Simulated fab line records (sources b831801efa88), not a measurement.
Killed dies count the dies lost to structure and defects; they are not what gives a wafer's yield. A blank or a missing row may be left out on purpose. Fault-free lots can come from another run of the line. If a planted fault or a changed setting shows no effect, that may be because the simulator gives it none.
Chamber matching    flow gf180mcu    4 sister chambers for GF_V2_ETCH_16 on rieDiel-04
The step etches BARC in N2/H2. 16 wafers are shown with their chamber, then 8 later ones without.

WAFERS, EACH WITH ITS CHAMBER
wafer   chamber  drypumpMotorCurrentA (A)  oesProductAu (a.u.)  throttleValvePct (%)
L765.3  2        5.4                       0.855                13.235
L765.4  1        5.3                       0.858                13.234
L765.6  3        4.9                       0.853                13.229
L769.1  1        5.3                       0.852                13.242
L769.3  3        4.9                       0.856                13.221
L769.4  3        4.9                       0.860                13.218
L771.2  1        5.3                       0.853                13.217
L771.4  3        4.9                       0.850                13.240
L771.5  1        5.3                       0.846                13.225
L772.1  2        5.4                       0.863                13.230
L772.2  1        5.2                       0.861                13.218
L772.6  2        5.4                       0.860                13.232
L774.1  0        5.0                       0.863                13.226
L774.2  1        5.3                       0.856                13.214
L774.4  3        5.0                       0.857                13.226
L783.1  0        5.0                       0.859                13.228

SIGNATURES (averages over the wafers above)
reading               chamber 0  chamber 1  chamber 2  chamber 3  scatter within a chamber
drypumpMotorCurrentA  5.000      5.283      5.400      4.920      0.0369
oesProductAu          0.86100    0.85433    0.85933    0.85520    0.00444
throttleValvePct      13.22700   13.22500   13.23233   13.22680   0.00871
Rule: a wafer lies at a distance from a chamber equal to the root of the sum of squares, over the readings, of (its reading less the chamber's mean, divided by the reading's scatter). The wafer belongs to the nearest chamber; if the next one is less than 2 further off, it can't be placed. The scatter is the square root of a quotient: the sum, over the shown wafers, of each reading's squared deviation from its chamber's mean, divided by wafers minus chambers.

WAFERS WITHOUT THEIR CHAMBER
wafer   drypumpMotorCurrentA (A)  oesProductAu (a.u.)  throttleValvePct (%)
L783.4  5.3                       0.855                13.234
L783.5  5.4                       0.854                13.235
L786.2  5.4                       0.855                13.234
L786.4  4.9                       0.855                13.223
L786.5  5.3                       0.857                13.216
L788.3  4.9                       0.857                13.221
L788.4  5.1                       0.855                13.232
L788.5  5.1                       0.841                13.224

CHAMBER TAKEN BY EACH
wafer   from the rows above           in truth
L783.4  can't be placed: 1 or 2       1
L783.5  2                             2
L786.2  2                             2
L786.4  3                             3
L786.5  1                             1
L788.3  can't be placed: 3 or 0       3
L788.4  can't be placed: 0 or 3 or 1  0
L788.5  can't be placed: 0 or 1 or 3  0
Placed correctly: 4 of 8. Not placeable from these rows: 4 (in 4, the candidates include the true chamber). Placed wrongly: 0.
